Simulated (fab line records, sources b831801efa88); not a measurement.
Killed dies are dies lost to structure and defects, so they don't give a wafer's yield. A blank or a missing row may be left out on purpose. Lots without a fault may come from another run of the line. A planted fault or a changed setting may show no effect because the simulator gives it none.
A struck lot beside a sound one | flow sky130 | 23 steps out of a route of 708
Sound: wafers L475.2, L475.3, L475.5. Struck: wafers L485.2, L485.3, L485.6. The cause comes at the end.
At each step with rows: each side's tool, then ch and its chambers, then its first start. Under that, the readings that differ: sound wafers | struck wafers | difference of the means | sigmas: that difference in standard deviations of wafers without a fault.
alike: readings whose means differ by less than 2 such deviations, and words and numbers that are the same on both sides. not compared: withheld readings, readings that some wafer has no value for, bounds like >300 that may hide the same value, and numbers for which the record gives no deviation and whose values overlap.
The two part at a step that has a row with sigmas, a row that says differs or no value, or rows on one side only. Numbers that don't overlap but have no deviation are shown without sigmas and don't part them. A reading that every wafer of one side lacks parts them only if that side has two wafers or more.

first, 1 step without rows for these wafers: SKY_POLY_GATE_OXIDATION_20 (stabilise 600 s, purge 300 s, target thk 4 nm).
SKY_POLY_GATE_THK_MEAS_21:
  sound on film_metro-03, day 16 20:41; struck on film_metro-02, day 20 22:27
  reading                      | sound          | struck         | difference | sigmas
  POLY_GATE_OXIDATION_THK (nm) | 4.15 4.01 4.07 | 3.93 3.91 3.96 | -0.14      | -2
SKY_POLY_GATE_CD_MEAS_22:
  sound on cd_sem-02, day 16 20:46; struck on cd_sem-01, day 20 22:31
  alike: cd_nm
then, 7 steps without rows for these wafers: SKY_LDD_N_DEHYDRATE_00 (time 60 s); SKY_LDD_N_HMDS_01 (prime time 60 s); SKY_LDD_N_COAT_02 (resist thk 300 nm); SKY_LDD_N_SOFTBAKE_03 (time 60 s); SKY_LDD_N_EXPOSE_04 (exposes mask NTM, target cd 840 nm); SKY_LDD_N_PEB_05; SKY_LDD_N_DEVELOP_06 (develop time 60 s).
SKY_LDD_N_OVL_MEAS_07:
  sound on overlay-01, day 18 02:27; struck on overlay-02, day 22 05:42
  alike: LDD_N_OVL
then, 1 step without rows for these wafers: SKY_LDD_N_IMPLANT_08.
SKY_LDD_N_IMPLANT_09:
  sound on implanter-03 ch 0, day 18 02:40; struck on implanter-03 ch 0, day 22 05:54
  reading                   | sound             | struck            | difference | sigmas
  implant_ion_amu           | 75 75 75          | 49 49 49          | -26        |
  model.implant.drp_nm (nm) | 7.212 7.212 7.212 | 9.752 9.752 9.752 | +2.540     |
  model.implant.rp_nm (nm)  | 16.03 16.03 16.03 | 17.51 17.51 17.51 | +1.48      |
  alike: faraday_current_uA, rotation_deg
then, 6 steps without rows for these wafers: SKY_LDD_N_IMPLANT_10; SKY_LDD_N_IMPLANT_11; SKY_LDD_N_IMPLANT_12; SKY_LDD_N_IMPLANT_13; SKY_LDD_N_IMPLANT_14; SKY_LDD_N_IMPLANT_15.
SKY_LDD_N_STRIP_16: strips in O2/N2.
  sound on plasma_asher-01 ch 0,1, day 18 03:41; struck on plasma_asher-03 ch 0,1, day 22 06:56
  reading                      | sound             | struck            | difference | sigmas
  strip_time_to_endpoint_s (s) | 4.324 4.325 4.319 | 4.295 4.277 4.287 | -0.036     | -2
  alike: drypump_motor_current_A, oes_product_au
  not compared: rf_hours_counter_h
SKY_LDD_N_TW_MEAS_17:
  sound on film_metro-02, day 18 03:47; struck on film_metro-02, day 22 07:02
  reading  | sound          | struck         | difference | sigmas
  LDD_N_TW | 2560 2547 2548 | 2433 2435 2427 | -120       | -5
then, 1 step without rows for these wafers: SKY_LDD_P_DEHYDRATE_00 (time 60 s).
-- the record jumps here: 26 days lie between the struck wafers' starts before and after (it left off in module LDD_P and takes up again in module PAD_OPEN, whose first step shown is number 708 of the route) --
SKY_PAD_OPEN_PROBE_99:
  sound on prober-02, day 46 00:18; struck on prober-01, day 48 16:56
  reading                                   | sound             | struck            | difference | sigmas
  model.etest.nfet_01v8.r_on_ohm_um         | 825.5 820.6 843.8 | 3241 5155 7363    | +4423      |
  model.etest.nfet_01v8_swapped.drive_ua_um | 505.6 507.4 493   | 51.37 27.4 16.59  | -470.21    |
  model.etest.tip_n.rs_ohm_sq               | 444.7 446.5 446.9 | 912.7 915 916.1   | +468.6     |
  model.etest.nfet_01v8_turned.drive_ua_um  | 506 505.5 496.4   | 185.3 146.1 126.2 | -350.1     |
  model.etest.nfet_01v8_lvt.drive_ua_um     | 574.7 582.3 566.1 | 360.9 329.2 317.4 | -238.5     |
  model.etest.nfet_01v8.drive_ua_um         | 502.3 508.1 491.2 | 308.9 272.7 261.7 | -219.4     |
  model.etest.sram_nfet_pass.drive_ua_um    | 487.7 477.6 486.5 | 327.3 301.2 283.7 | -179.9     |
  model.etest.res_ndiff.line_ohm_um         | 758.9 766.5 749.4 | 787.9 797.9 801.8 | +37.6      |
  alike: killed_at_M0_to_M3, killed_at_M4_up, killed_at_contacts, killed_at_front_end, killed_at_other, killed_dies, killed_open, killed_short

WHERE THEY PART
First at SKY_POLY_GATE_THK_MEAS_21; last, within this record, at SKY_LDD_N_TW_MEAS_17. Later steps at which nothing parts them and some readings are alike: SKY_PAD_OPEN_PROBE_99.

WHY: what the simulator had put in
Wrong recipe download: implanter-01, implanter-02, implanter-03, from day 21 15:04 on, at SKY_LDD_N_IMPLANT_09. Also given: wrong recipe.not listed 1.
